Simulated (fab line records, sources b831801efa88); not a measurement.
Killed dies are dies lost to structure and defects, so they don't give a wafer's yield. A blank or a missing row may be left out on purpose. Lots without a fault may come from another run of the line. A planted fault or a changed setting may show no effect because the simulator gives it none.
A struck lot beside a sound one | flow sky130 | 16 steps out of a route of 708
Sound: wafers L659.1, L659.4, L659.6. Struck: wafers L652.2, L652.4, L652.6. The cause comes at the end.
At each step with rows: each side's tool, then ch and its chambers, then its first start. Under that, the readings that differ: sound wafers | struck wafers | difference of the means | sigmas: that difference in standard deviations of wafers without a fault.
alike: readings whose means differ by less than 2 such deviations, and words and numbers that are the same on both sides. not compared: withheld readings, readings that some wafer has no value for, bounds like >300 that may hide the same value, and numbers for which the record gives no deviation and whose values overlap.
The two part at a step that has a row with sigmas, a row that says differs or no value, or rows on one side only. Numbers that don't overlap but have no deviation are shown without sigmas and don't part them. A reading that every wafer of one side lacks parts them only if that side has two wafers or more.

first, 5 steps without rows for these wafers: SKY_SONOS_TUNNEL_COAT_02 (resist thk 1140 nm); SKY_SONOS_TUNNEL_SOFTBAKE_03 (time 60 s); SKY_SONOS_TUNNEL_EXPOSE_04 (exposes mask TUNM, target cd 410 nm); SKY_SONOS_TUNNEL_PEB_05; SKY_SONOS_TUNNEL_DEVELOP_06 (develop time 60 s).
SKY_SONOS_TUNNEL_CD_MEAS_07: target cd 410 nm.
  sound on cd_sem-01, day 16 20:43; struck on cd_sem-01, day 14 12:23
  alike: cd_nm
SKY_SONOS_TUNNEL_OVL_MEAS_08:
  sound on overlay-01, day 16 20:50; struck on overlay-02, day 14 12:29
  alike: SONOS_TUNNEL_OVL
then, 3 steps without rows for these wafers: SKY_SONOS_TUNNEL_IMPLANT_09; SKY_SONOS_TUNNEL_WET_ETCH_10 (etches SiO2 in dHF, target depth 14 nm, time 280 s); SKY_SONOS_TUNNEL_STRIP_11 (strips in SPM, time 600 s).
SKY_SONOS_TUNNEL_TW_MEAS_12:
  sound on film_metro-04, day 16 21:18; struck on film_metro-02, day 14 12:56
  alike: SONOS_TUNNEL_TW
then, 1 step without rows for these wafers: SKY_SONOS_TUNNEL_CLEAN_13 (cleans in dHF, time 20 s).
SKY_SONOS_ONO_OXIDATION_00: stabilise 600 s, purge 300 s, target thk 2.6 nm.
  sound on furnace-01 ch 0, day 16 22:08; struck on furnace-02 ch 0, day 14 14:41
  reading                   | sound          | struck         | difference | sigmas
  zone_power_bottom_pct (%) | 23.9 23.8 24.6 | 20.7 20.3 20.2 | -3.7       | -2
  alike: spike_tc_top_C, tube_center_temp_C, zone_power_upper_pct
SKY_SONOS_ONO_THK_MEAS_01:
  sound on film_metro-01, day 16 23:29; struck on film_metro-02, day 14 16:03
  reading                      | sound          | struck         | difference | sigmas
  SONOS_ONO_OXIDATION_THK (nm) | 2.59 2.65 2.55 | 4.35 4.36 4.51 | +1.81      | +29
then, 1 step without rows for these wafers: SKY_SONOS_ONO_CVD_02 (deposits Si3N4 from DCS/NH3, target thk 10.5 nm, time 180 s).
SKY_PAD_OPEN_PROBE_99:
  the record has rows for the sound wafers here (prober-02, day 49 20:50) and none for the struck ones

WHERE THEY PART
First at SKY_SONOS_ONO_OXIDATION_00; last, within this record, at SKY_PAD_OPEN_PROBE_99.

WHY: what the simulator had put in
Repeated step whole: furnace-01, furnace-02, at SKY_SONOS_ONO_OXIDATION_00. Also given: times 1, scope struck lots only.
